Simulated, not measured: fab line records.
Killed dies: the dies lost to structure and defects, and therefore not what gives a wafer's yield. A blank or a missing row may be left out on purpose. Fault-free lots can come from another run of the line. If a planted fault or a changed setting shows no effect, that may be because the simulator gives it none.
Problem report, 8D (eight disciplines) form, completed by code / flow gf180mcu / the parts of the form that need people (team, actions taken, sign-off) are left out

## 1. WHAT IS WRONG
Wafers free of any fault read 0.0699 ohm/sq (standard deviation 0.00083) for M4_ALCU_RS at GF_M4_RS_MEAS_05, against a mean of 0.0866 ohm/sq on 4 wafers of 3 lots. Relative to the usual mean, that is a shift of +20 standard deviations.
The step: measures by four-point-probe.
Seen first at day 27 13:27 on film metro-03, wafer L550.2. Wafers with a number at this step in the record: 36, from 12 lots. Rule for "out" (also "out of limits"): further than 4 standard deviations from the usual mean. The other wafers with a number count as sound.

## 2. WHAT IT IS; WHAT IT IS NOT
question=which readings at this step | is=M4_ALCU_RS | is not=-
question=which lots | is=L550, L552, L553 | is not=L534, L535, L536, L537, L544, L546, L555, L556, L557
question=which wafers of those lots | is=L550.2, L552.5, L552.6, L553.6 | is not=L550.1, L550.3, L552.3, L553.3, L553.4
question=read on which gauges | is=film metro-02, film metro-03 | is not=film metro-04
question=when | is=from day 27 13:27 | is not=up to then (20 sound wafers); but 12 sound wafers of L552, L553, L555, L556, L557 came after

## 3. THE SUSPECTS, EACH WITH WHAT RULES IT OUT
Counting: any tool at a process step up to the reading remains a suspect provided it ran every lot that is out. Sound lots after the first of them don't rule it out here, since some wafers of a struck lot are sound.
- the gauge at GF_M4_RS_MEAS_05 is ruled out. 2 gauges (film metro-02, film metro-03) read the wafers that are out.
- pvd sputter-02 at GF_M4_SPUTTER_02 (material AlCu, target thk 450 nm, time 23.9 s): kept. Every lot that is out went through it, the first being L550 (day 27 13:22); the last sound lot it ran before that was L546 (day 26 13:59).
Left after counting: pvd sputter-02 at GF_M4_SPUTTER_02.

## 4. THE CAUSE (what the simulator had put in)
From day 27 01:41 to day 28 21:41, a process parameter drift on pvd sputter-02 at GF_M4_SPUTTER_02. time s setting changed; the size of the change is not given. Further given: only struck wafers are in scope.
The count eliminated every tool but this one.

## 5. THE EFFECT CHAIN, in route order
Each row: a reading whose mean over the struck wafers that have a number lies more than 3 standard deviations from the usual. Readings are gone through only where the record gives a usual standard deviation; hours: the median, over the lots, of the time from a lot's start at the first step in this table giving one to that lot's start at this step; sigmas: the change measured in usual standard deviations.
hours=0; step=GF_M4_RS_MEAS_05; reading=M4_ALCU_RS; usual=0.0699 ohm/sq; on struck wafers=0.0866; change=+0.0166; sigmas=+20
hours=0; step=GF_M4_THK_MEAS_06; reading=M4_ALCU_THK; usual=451 nm; on struck wafers=364; change=-88; sigmas=-15

## 6. WHAT WOULD HAVE CAUGHT IT SOONER
Counted from the fault's start at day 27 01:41, it took 12 hours until the first out-of-limits reading at a measuring or inspecting step in this record, taken at day 27 13:27.
No tool reading at GF_M4_SPUTTER_02 that has a usual standard deviation in the record was out on any struck wafer, so an alarm limit of 4 standard deviations on those readings would not have fired.
L552, L553, from the lots that are out (3), started GF_M4_SPUTTER_02 on pvd sputter-02 later than day 27 13:27. A hold on the tool at that time would have spared those 2.
